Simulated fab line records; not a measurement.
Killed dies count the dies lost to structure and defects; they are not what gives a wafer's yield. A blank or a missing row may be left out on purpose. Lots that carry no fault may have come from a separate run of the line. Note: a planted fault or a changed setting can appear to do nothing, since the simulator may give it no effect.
2 desks looking at one fault -- flow sky130 -- each desk has only its own numbers; what lay behind them comes last

THE TOOL OWNER'S DESK: implanter-01
For each lot that ran on this tool, the mean over its sampled wafers that have a number, from the tool's own readings at SKY_PWDE_IMPLANT_08. If a lot's mean is further than 4 standard deviations from the usual mean, the lot is out of limits and carries the mark OUT (the distance appears in the brackets).
Columns: A = beam on s at SKY_PWDE_IMPLANT_08, usual 10.03 s; B = dose ions cm2 at SKY_PWDE_IMPLANT_08, usual 3.6e+12; C = faraday current uA at SKY_PWDE_IMPLANT_08, usual 20.2
lot,first seen here,A,B,C
L404,day 4 16:30,9.96,3.6e+12,20.4
L405,day 4 22:49,10.08,4.8e+12 (+99 or more) OUT,27.0 (+17) OUT
L407,day 6 00:55,10.05,4.8e+12 (+99 or more) OUT,27.2 (+17) OUT
L422,day 9 01:33,9.95,3.6e+12,20.4
L423,day 9 06:16,9.87,3.6e+12,20.5
This desk finds L405, L407 out of limits, L405 being first, at day 4 22:49 (dose ions cm2 at SKY_PWDE_IMPLANT_08). L404, L422, L423 stayed within limits.

THE METROLOGY DESK
Means of the sampled wafers that have a number, per lot and without regard to the tool the lot ran on: this is what the gauges read. If a lot's mean is further than 4 standard deviations from the usual mean, the lot is out of limits and carries the mark OUT (the distance appears in the brackets).
Columns: A = PWDE_TW at SKY_PWDE_TW_MEAS_10, usual 375.3; B = PWDE_RS at SKY_NWELL_RS_MEAS_31, usual 5267 ohm/sq; C = cd nm at SKY_VT_ADJUST_HVTP_CD_MEAS_07, usual 379.5 nm
lot,first seen here,A,B,C
L400,day 4 01:09,376.9,5244,382.4
L402,day 4 10:20,376.7,5257,377.0
L403,day 4 12:52,377.9,5244,382.7
L404,day 4 16:45,376.6,5265,379.5
L405,day 4 23:04,409.1 (+21) OUT,4189 (-57) OUT,377.6
L407,day 6 01:10,410.5 (+22) OUT,4174 (-58) OUT,376.2
L413,day 7 09:34,375.3,5249,381.2
L416,day 7 20:52,375.0,5273,383.0
L418,day 8 00:04,376.2,5256,379.6
L422,day 9 01:48,372.9,5273,378.7
L423,day 9 06:31,371.7,5285,380.0
Finding of this desk: L405, L407 out of limits, first seen on L405 at day 4 23:04 (PWDE_TW at SKY_PWDE_TW_MEAS_10). L400, L402, L403, L404, L413, L416, L418, L422, L423 stayed within limits.

TAKEN TOGETHER
The tool owner's desk had the chance to raise an alarm at day 4 22:49 on L405, L407.
On L405, L407, the metrology desk was in a position to raise an alarm at day 4 23:04.
Every lot named ran SKY_PWDE_IMPLANT_08 on implanter-01.

WHAT THE SIMULATOR PUT IN
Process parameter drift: implanter-01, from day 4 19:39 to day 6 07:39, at SKY_PWDE_IMPLANT_08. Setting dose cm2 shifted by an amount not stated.
Shown lots that were struck: L405, L407.
Hours from the fault's start to each desk's first reading out of limits: the tool owner's desk, 3; the metrology desk, 3.
